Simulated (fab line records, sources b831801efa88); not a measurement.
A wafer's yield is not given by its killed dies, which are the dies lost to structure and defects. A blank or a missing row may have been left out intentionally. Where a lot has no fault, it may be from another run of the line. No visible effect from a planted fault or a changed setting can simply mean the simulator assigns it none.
Which tool was responsible? + flow sky130 + Sampling: 13 lots, 39 wafers, 3 of 708 route steps

== WHAT THE GAUGES READ, wafer by wafer ==
SKY_VT_ADJUST_NCORE_TW_MEAS_11. Usual: VT_ADJUST_NCORE_TW typically reads 218.7, with standard deviation 2.1.
| lot  | measured     | on            | VT_ADJUST_NCORE_TW | flag |
|------|--------------|---------------|--------------------|------|
| L839 | day 9 17:16  | film metro-01 | 218.4 216.6 217.1  |      |
| L841 | day 9 23:31  | film metro-03 | 224.0 223.2 223.2  |      |
| L842 | day 10 09:02 | film metro-02 | 216.7 215.8 214.9  |      |
| L844 | day 10 17:08 | film metro-01 | 216.8 217.0 216.4  |      |
| L846 | day 11 07:40 | film metro-01 | 217.8 218.4 218.9  |      |
| L848 | day 11 19:50 | film metro-03 | 221.4 222.3 223.8  |      |
| L849 | day 12 02:13 | film metro-03 | 219.5 220.3 220.7  |      |
| L850 | day 12 10:16 | film metro-01 | 216.4 217.3 216.1  |      |
| L852 | day 13 00:57 | film metro-02 | 217.6 217.6 217.6  |      |
| L856 | day 14 08:55 | film metro-03 | 221.4 221.9 220.2  |      |
| L858 | day 14 22:07 | film metro-03 | 220.9 221.1 221.4  |      |
| L859 | day 15 01:52 | film metro-02 | 217.2 215.9 216.0  |      |
| L860 | day 15 06:01 | film metro-01 | 217.2 218.4 217.9  |      |

SKY_SONOS_TUNNEL_CD_MEAS_07: the cd target is 410 nm. Usual: cd nm reads 410.0 nm (standard deviation 1.7).
| lot  | measured     | on        | cd nm (nm)        | flag |
|------|--------------|-----------|-------------------|------|
| L839 | day 12 13:56 | cd sem-01 | 410.8 409.9 408.6 |      |
| L841 | day 12 21:21 | cd sem-01 | 408.5 409.7 411.5 |      |
| L842 | day 13 10:38 | cd sem-01 | 412.9 410.0 409.0 |      |
| L844 | day 13 15:14 | cd sem-02 | 409.6 410.2 411.2 |      |
| L846 | day 14 06:52 | cd sem-01 | 409.9 412.6 409.5 |      |
| L848 | day 14 20:23 | cd sem-02 | 410.2 410.7 412.6 |      |
| L849 | day 15 12:33 | cd sem-01 | 411.4 411.5 409.4 |      |
| L850 | day 15 16:30 | cd sem-02 | 411.9 410.9 412.7 |      |
| L852 | day 16 07:00 | cd sem-01 | 406.8 409.0 407.0 |      |
| L856 | day 17 17:32 | cd sem-02 | 410.0 409.0 409.2 |      |
| L858 | day 18 09:57 | cd sem-01 | 409.9 408.7 409.1 |      |
| L859 | day 18 15:11 | cd sem-01 | 408.5 408.9 408.6 |      |
| L860 | day 18 18:36 | cd sem-01 | 410.9 410.8 410.5 |      |

SKY_SONOS_ONO_THK_MEAS_05. Usual: SONOS_ONO_CVD_04_THK typically reads 5.76 nm, with standard deviation 0.12.
| lot  | measured     | on            | SONOS_ONO_CVD_04_THK (nm) | flag |
|------|--------------|---------------|---------------------------|------|
| L839 | day 12 20:13 | film metro-03 | 5.74 5.76 5.73            |      |
| L841 | day 13 03:48 | film metro-01 | 5.65 5.67 5.76            |      |
| L842 | day 13 17:21 | film metro-02 | 5.42 5.53 5.50            |      |
| L844 | day 13 22:55 | film metro-01 | 5.66 5.86 5.70            |      |
| L846 | day 14 13:32 | film metro-02 | 5.62 5.72 5.70            |      |
| L848 | day 15 01:51 | film metro-01 | 5.90 5.93 5.92            |      |
| L849 | day 16 01:58 | film metro-01 | 5.78 5.68 5.81            |      |
| L850 | day 16 03:52 | film metro-01 | 5.87 5.81 5.86            |      |
| L852 | day 16 12:59 | film metro-01 | 5.72 5.68 5.63            |      |
| L856 | day 18 01:05 | film metro-01 | 5.82 5.65 5.70            |      |
| L858 | day 18 15:30 | film metro-01 | 5.70 5.81 5.83            |      |
| L859 | day 18 21:58 | film metro-02 | 5.52 5.58 5.67            |      |
| L860 | day 19 00:52 | film metro-01 | 5.70 5.78 5.74            |      |

== EACH LOT AND THE TOOL THAT RAN IT (in order: tool; ch and the chambers of the sampled wafers; start) ==
Record: no process step prior to these readings.

== WHAT THE TOOLS THEMSELVES READ (means of the sampled wafers that have a number; where no wafer has one, the mark that the record gives instead) ==
The record holds no such reading with a usual standard deviation.

== THE ANSWER, worked out from the rows above alone ==
Rule: a lot counts as off when the mean over its wafers that have a number is more than 3 standard deviations away from the usual mean. Also off: a lot with no number at a reading for which 4 or more lots have one. Any other lot the step has rows for is counted as sound. First the gauges in route order, then the tools' own readings, where a lot's mean is used as printed above. The first step at which some lot is off is used, and at that step the reading that is off furthest; a lot without a number counts as furthest.
Across all readings shown, no lot is off: no conclusion can be drawn from this.

== WHAT THE SIMULATOR HAD PUT IN ==
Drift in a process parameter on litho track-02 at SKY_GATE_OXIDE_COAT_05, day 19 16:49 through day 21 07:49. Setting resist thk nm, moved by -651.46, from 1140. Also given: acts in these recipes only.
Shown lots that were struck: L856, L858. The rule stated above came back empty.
